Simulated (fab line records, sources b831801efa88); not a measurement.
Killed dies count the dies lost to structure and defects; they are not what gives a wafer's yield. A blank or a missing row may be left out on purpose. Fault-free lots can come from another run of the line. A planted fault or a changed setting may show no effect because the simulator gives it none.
What tool caused it?    flow gf180mcu    24 lots, 72 wafers sampled, at 6 steps of a route of 602

== WHAT THE GAUGES SHOWED, per wafer ==
GF_M2_RS_MEAS_05: uses a four-point probe to measure. Usual: for M2_ALCU_RS the level is 0.0689 ohm/sq and the standard deviation is 0.00069.
lot   measured      on            M2_ALCU_RS (ohm/sq)   flag
L074  day 18 08:10  filmMetro-04  0.0692 0.0696 0.0695  
L075  day 18 15:54  filmMetro-04  0.0698 0.0695 0.0689  
L076  day 18 18:23  filmMetro-04  0.0695 0.0689 0.0690  
L077  day 19 04:54  filmMetro-04  0.0682 0.0676 0.0674  
L078  day 19 08:53  filmMetro-04  0.0691 0.0688 0.0682  
L080  day 20 18:37  filmMetro-03  0.0702 0.0695 0.0697  
L079  day 20 20:23  filmMetro-04  0.0684 0.0688 0.0688  
L081  day 21 00:10  filmMetro-03  0.0691 0.0686 0.0696  
L082  day 21 05:03  filmMetro-01  0.0682 0.0681 0.0682  
L083  day 22 00:33  filmMetro-03  0.0688 0.0688 0.0689  
L085  day 22 06:40  filmMetro-01  0.0689 0.0698 0.0693  
L084  day 22 07:22  filmMetro-04  0.0678 0.0688 0.0682  
L086  day 22 13:11  filmMetro-01  0.0687 0.0682 0.0676  
L087  day 22 16:34  filmMetro-04  0.0681 0.0691 0.0688  
L088  day 23 12:03  filmMetro-03  0.0686 0.0686 0.0682  
L090  day 24 03:21  filmMetro-04  0.0693 0.0699 0.0687  
L089  day 24 04:29  filmMetro-03  0.0681 0.0685 0.0676  
L091  day 24 21:39  filmMetro-03  0.0697 0.0690 0.0697  
L092  day 24 23:14  filmMetro-03  0.0689 0.0688 0.0691  
L093  day 24 23:31  filmMetro-04  0.0708 0.0690 0.0700  
L094  day 25 20:53  filmMetro-04  0.0687 0.0691 0.0688  
L096  day 26 00:58  filmMetro-01  0.0687 0.0702 0.0697  
L095  day 26 02:41  filmMetro-03  0.0693 0.0695 0.0691  
L097  day 26 09:04  filmMetro-04  0.0690 0.0687 0.0689  

GF_V2_OVL_MEAS_15. Usual: for V2_OVL the level is 2 nm and the standard deviation is 4.1.
lot   measured      on          V2_OVL (nm)  flag
L074  day 20 10:18  overlay-02  2 10 3       
L075  day 20 18:17  overlay-02  6 3 5        
L076  day 20 20:51  overlay-01  5 3 3        
L077  day 21 07:41  overlay-01  6 4 0        
L078  day 21 10:54  overlay-02  9 5 2        
L080  day 22 18:59  overlay-01  5 4 -1       
L079  day 22 21:30  overlay-01  0 -1 -4      
L081  day 23 00:25  overlay-01  8 2 3        
L082  day 23 05:29  overlay-01  2 4 -3       
L083  day 23 22:54  overlay-02  2 0 -2       
L085  day 24 05:00  overlay-01  3 8 7        
L084  day 24 06:33  overlay-02  1 1 2        
L086  day 24 10:55  overlay-02  5 -2 2       
L087  day 24 14:25  overlay-01  -2 -3 4      
L088  day 25 08:34  overlay-01  2 5 4        
L090  day 26 00:13  overlay-01  4 6 4        
L089  day 26 01:09  overlay-01  4 0 2        
L091  day 26 17:06  overlay-01  -3 3 0       
L092  day 26 18:03  overlay-02  4 1 2        
L093  day 26 18:37  overlay-02  1 4 -2       
L094  day 27 15:14  overlay-02  3 5 9        
L096  day 27 19:13  overlay-02  -2 -2 1      
L095  day 27 20:59  overlay-01  -4 -2 -1     
L097  day 28 02:43  overlay-01  6 16 15      

GF_V3_CD_MEAS_14: target cd 260 nm. Usual: cdNm 259.7 nm, standard deviation 1.2.
lot   measured      on        cdNm (nm)          flag
L074  day 22 13:31  cdSem-01  259.1 259.1 259.7  
L075  day 22 20:14  cdSem-02  258.6 259.8 258.6  
L076  day 22 22:57  cdSem-02  258.6 259.2 258.1  
L077  day 23 08:23  cdSem-02  261.5 260.9 262.6  
L078  day 23 12:09  cdSem-01  258.8 257.4 257.9  
L080  day 24 18:50  cdSem-02  260.4 259.8 259.3  
L079  day 24 21:08  cdSem-01  259.5 259.2 260.7  
L081  day 24 23:46  cdSem-01  261.3 260.5 260.1  
L082  day 25 04:35  cdSem-02  258.4 258.6 259.9  
L083  day 25 21:07  cdSem-02  259.8 259.3 258.8  
L085  day 26 02:53  cdSem-02  262.5 260.9 260.8  
L084  day 26 04:34  cdSem-02  259.4 259.2 259.8  
L086  day 26 08:08  cdSem-02  258.2 258.9 258.9  
L087  day 26 10:58  cdSem-01  259.4 259.9 259.3  
L088  day 27 04:07  cdSem-02  259.2 259.6 260.4  
L090  day 27 18:32  cdSem-01  261.6 261.3 261.1  
L089  day 27 21:31  cdSem-02  259.2 259.9 259.8  
L091  day 28 11:46  cdSem-02  260.9 261.3 260.8  
L092  day 28 12:45  cdSem-02  259.5 257.7 259.6  
L093  day 28 13:05  cdSem-01  259.6 258.8 259.4  
L094  day 29 08:53  cdSem-02  258.6 259.6 260.4  
L096  day 29 13:52  cdSem-01  257.4 257.4 258.5  
L095  day 29 14:13  cdSem-02  259.7 261.1 259.6  
L097  day 29 19:40  cdSem-02  260.2 259.2 261.0  

GF_M4_OVL_MEAS_15. Usual: for M4_OVL the level is 5 nm and the standard deviation is 5.
lot   measured      on          M4_OVL (nm)  flag
L074  day 23 13:31  overlay-01  5 4 9        
L075  day 23 20:56  overlay-02  10 16 8      
L076  day 23 22:55  overlay-01  6 4 9        
L077  day 24 08:36  overlay-01  2 1 6        
L078  day 24 11:53  overlay-01  8 2 6        
L080  day 25 17:57  overlay-02  5 8 6        
L079  day 25 19:27  overlay-01  -2 1 2       
L081  day 25 23:07  overlay-02  7 5 -7       
L082  day 26 03:56  overlay-01  1 1 -3       
L083  day 26 19:55  overlay-02  6 3 2        
L085  day 27 01:15  overlay-01  0 0 6        
L084  day 27 03:01  overlay-02  5 4 5        
L086  day 27 06:34  overlay-01  9 8 7        
L087  day 27 08:43  overlay-02  4 1 9        
L088  day 28 01:44  overlay-02  2 -1 1       
L090  day 28 16:38  overlay-02  3 -1 8       
L089  day 28 18:20  overlay-01  10 9 7       
L091  day 29 08:43  overlay-02  17 21 20     
L092  day 29 10:03  overlay-02  3 2 4        
L093  day 29 10:36  overlay-01  5 12 6       
L094  day 30 05:14  overlay-02  2 -3 -4      
L096  day 30 10:16  overlay-01  4 -6 -2      
L095  day 30 10:56  overlay-02  -2 6 2       
L097  day 30 15:19  overlay-02  0 0 1        

== WHAT TOOL EACH LOT RAN ON (gives the tool, then ch and the chambers of the sampled wafers, and finally the start) ==
lot   GF_M3_SPUTTER_04             GF_V3_ETCH_17
L074  pvdSputter-03, day 20 11:53  rieDiel-03 ch 0,2,3, day 23 13:31 or earlier
L075  pvdSputter-04, day 20 19:53  rieDiel-04 ch 0,1,2, day 23 20:56 or earlier
L076  pvdSputter-02, day 20 22:25  rieDiel-02 ch 0,1,2, day 23 22:55 or earlier
L077  pvdSputter-03, day 21 09:16  rieDiel-04 ch 2,3, day 24 08:36 or earlier
L078  pvdSputter-02, day 21 12:28  rieDiel-03 ch 0,2,3, day 24 11:53 or earlier
L080  pvdSputter-02, day 22 20:34  rieDiel-02 ch 0,1,2, day 25 17:57 or earlier
L079  pvdSputter-03, day 22 23:06  rieDiel-03 ch 0,1,3, day 25 19:27 or earlier
L081  pvdSputter-04, day 23 02:02  rieDiel-03 ch 0,1,3, day 25 23:07 or earlier
L082  pvdSputter-02, day 23 07:05  rieDiel-04 ch 0,1,2, day 26 03:56 or earlier
L083  pvdSputter-03, day 24 00:34  rieDiel-02 ch 0,1,3, day 26 19:55 or earlier
L085  pvdSputter-03, day 24 06:42  rieDiel-04 ch 0,1,3, day 27 01:15 or earlier
L084  pvdSputter-04, day 24 08:07  rieDiel-02 ch 0,2,3, day 27 03:01 or earlier
L086  pvdSputter-03, day 24 12:29  rieDiel-04 ch 0,2, day 27 06:34 or earlier
L087  pvdSputter-04, day 24 15:59  rieDiel-03 ch 0,1,2, day 27 08:43 or earlier
L088  pvdSputter-02, day 25 10:10  rieDiel-04 ch 1,2, day 28 01:44 or earlier
L090  pvdSputter-04, day 26 02:02  rieDiel-02 ch 0,3, day 28 16:38 or earlier
L089  pvdSputter-04, day 26 03:14  rieDiel-03 ch 1,2, day 28 18:20 or earlier
L091  pvdSputter-02, day 26 18:40  rieDiel-04 ch 1,2,3, day 29 08:43 or earlier
L092  pvdSputter-04, day 26 19:40  rieDiel-03 ch 0,3, day 29 10:03 or earlier
L093  pvdSputter-03, day 26 20:12  rieDiel-04 ch 1,2, day 29 10:36 or earlier
L094  pvdSputter-02, day 27 16:47  rieDiel-04 ch 1,2,3, day 30 05:14 or earlier
L096  pvdSputter-02, day 27 22:06  rieDiel-03 ch 1,3, day 30 10:16 or earlier
L095  pvdSputter-03, day 27 22:53  rieDiel-02 ch 0,1,3, day 30 10:56 or earlier
L097  pvdSputter-04, day 28 04:18  rieDiel-03 ch 1,2,3, day 30 15:19 or earlier
- GF_M3_SPUTTER_04: material TiN, target thk 50 nm, time 41.7 s.
- GF_V3_ETCH_17: etches SiO2 in C4F8/O2/Ar, stops on TiN, target depth 635 nm.

== AS READ BY THE TOOLS THEMSELVES (means over the sampled wafers that have a number; for cases with no such wafer, the mark the record gives instead) ==
GF_M3_SPUTTER_04. Usual: throttleValvePct 30.2 %, standard deviation 1.2.
lot   tool           throttleValvePct (%)  flag
L074  pvdSputter-03  30.9                  
L075  pvdSputter-04  30.1                  
L076  pvdSputter-02  29.5                  
L077  pvdSputter-03  29.8                  
L078  pvdSputter-02  29.8                  
L080  pvdSputter-02  29.7                  
L079  pvdSputter-03  31.8                  
L081  pvdSputter-04  29.6                  
L082  pvdSputter-02  29.3                  
L083  pvdSputter-03  29.9                  
L085  pvdSputter-03  31.1                  
L084  pvdSputter-04  30.0                  
L086  pvdSputter-03  31.1                  
L087  pvdSputter-04  29.6                  
L088  pvdSputter-02  29.8                  
L090  pvdSputter-04  30.2                  
L089  pvdSputter-04  29.7                  
L091  pvdSputter-02  29.9                  
L092  pvdSputter-04  29.5                  
L093  pvdSputter-03  32.1                  
L094  pvdSputter-02  29.2                  
L096  pvdSputter-02  29.3                  
L095  pvdSputter-03  30.8                  
L097  pvdSputter-04  29.6                  

GF_V3_ETCH_17. Usual: chamberPressureMTorr 40.00 mTorr, standard deviation 0.039; oesProductAu 0.856 a.u., standard deviation 0.0048.
lot   tool        chamberPressureMTorr (mTorr)  oesProductAu (a.u.)  flag
L074  rieDiel-03  40.04                         0.848                
L075  rieDiel-04  40.01                         0.857                
L076  rieDiel-02  40.00                         0.860                
L077  rieDiel-04  39.98                         0.854                
L078  rieDiel-03  40.05                         0.859                
L080  rieDiel-02  40.02                         0.854                
L079  rieDiel-03  40.01                         0.857                
L081  rieDiel-03  40.00                         0.857                
L082  rieDiel-04  39.98                         0.859                
L083  rieDiel-02  39.98                         0.859                
L085  rieDiel-04  39.99                         0.857                
L084  rieDiel-02  40.02                         0.854                
L086  rieDiel-04  39.99                         0.852                
L087  rieDiel-03  40.00                         0.857                
L088  rieDiel-04  39.98                         0.853                
L090  rieDiel-02  40.02                         0.854                
L089  rieDiel-03  39.97                         0.854                
L091  rieDiel-04  39.96                         0.856                
L092  rieDiel-03  39.98                         0.852                
L093  rieDiel-04  39.99                         0.856                
L094  rieDiel-04  40.00                         0.857                
L096  rieDiel-03  39.95                         0.858                
L095  rieDiel-02  39.99                         0.854                
L097  rieDiel-03  39.99                         0.852                

== THE ANSWER, worked out from the rows above alone ==
Rule: lot off if the mean of its wafers having a number is beyond 3 standard deviations from the usual mean. Also off: a lot with no number at a reading for which 4 or more lots have one. Any other lot the step has rows for is counted as sound. Order of review: gauges by route order, followed by the tools' own readings, for which a lot's mean as printed above is used. The first step at which some lot is off is used, and at that step the reading that is off furthest; a lot without a number counts as furthest.
No lot is off on any of the readings shown, so nothing can be concluded from this.

== WHAT WAS PUT IN BY THE SIMULATOR ==
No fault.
